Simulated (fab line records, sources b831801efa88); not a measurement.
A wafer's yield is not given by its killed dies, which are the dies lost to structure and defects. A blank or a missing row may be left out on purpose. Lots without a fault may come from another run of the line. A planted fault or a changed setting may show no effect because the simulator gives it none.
Which tool was responsible? / flow sky130 / Sampling: 6 lots, 18 wafers, 3 of 708 route steps

## WHAT THE GAUGES SHOWED, per wafer
SKY_SONOS_TUNNEL_CD_MEAS_07: the cd target is 410 nm.
lot=L335; measured=day 12 07:44; on=cd-sem-02; cd-nm (nm)=408.8 408.3 408.0
lot=L337; measured=day 13 03:57; on=cd-sem-02; cd-nm (nm)=405.8 405.3 405.7
lot=L339; measured=day 13 11:07; on=cd-sem-01; cd-nm (nm)=408.1 409.4 409.6
lot=L342; measured=day 14 09:47; on=cd-sem-01; cd-nm (nm)=411.2 410.2 408.6
lot=L345; measured=day 15 09:14; on=cd-sem-01; cd-nm (nm)=410.1 412.0 410.5
lot=L350; measured=day 16 23:02; on=cd-sem-02; cd-nm (nm)=408.4 408.1 409.4

## TOOL THAT RAN EACH LOT (tool first, then ch and the chambers of the sampled wafers, then the start)
lot=L335; SKY_FIELD_ISO_CMP_27=cmp-02 ch 0,1,3, day 2 22:54; SKY_NWELL_RTA_28=rtp-anneal-02 ch 0, day 6 00:52
lot=L337; SKY_FIELD_ISO_CMP_27=cmp-01 ch 1,2,3, day 3 11:35; SKY_NWELL_RTA_28=rtp-anneal-02 ch 0, day 6 16:48
lot=L339; SKY_FIELD_ISO_CMP_27=cmp-01 ch 0,1, day 3 18:52; SKY_NWELL_RTA_28=rtp-anneal-01 ch 0, day 6 22:20
lot=L342; SKY_FIELD_ISO_CMP_27=cmp-02 ch 0,2,3, day 4 08:14; SKY_NWELL_RTA_28=rtp-anneal-02 ch 0, day 7 15:29
lot=L345; SKY_FIELD_ISO_CMP_27=cmp-02 ch 1,2, day 5 00:20; SKY_NWELL_RTA_28=rtp-anneal-01 ch 0, day 8 09:31
lot=L350; SKY_FIELD_ISO_CMP_27=cmp-02 ch 1,2, day 6 00:53; SKY_NWELL_RTA_28=rtp-anneal-02 ch 0, day 9 13:24
- SKY_FIELD_ISO_CMP_27: polishes, stops on Si3N4, t overpolish 16 s, target thk 457.8 nm.
- SKY_NWELL_RTA_28: time 30 s.

## THE ANSWER, worked out from the rows above alone
Rule: the lots themselves supply what counts as usual. The widest of any qualifying gaps counts: lots, ordered by their means at a reading, are off when they make up no more than a third of the lots, leave a main group of 4 or more, and stand apart from it by 3 or more times the standard deviation of that group's means. If all means in a main group match to the digits the tables above print for the reading, that group is not used. A lot without any number at a reading at which 4 lots or more have one is off too. Any other lot the step has rows for is counted as sound.
Across all readings shown, no lot is off: no conclusion can be drawn from this.

## WHAT HAD BEEN PUT IN BY THE SIMULATOR
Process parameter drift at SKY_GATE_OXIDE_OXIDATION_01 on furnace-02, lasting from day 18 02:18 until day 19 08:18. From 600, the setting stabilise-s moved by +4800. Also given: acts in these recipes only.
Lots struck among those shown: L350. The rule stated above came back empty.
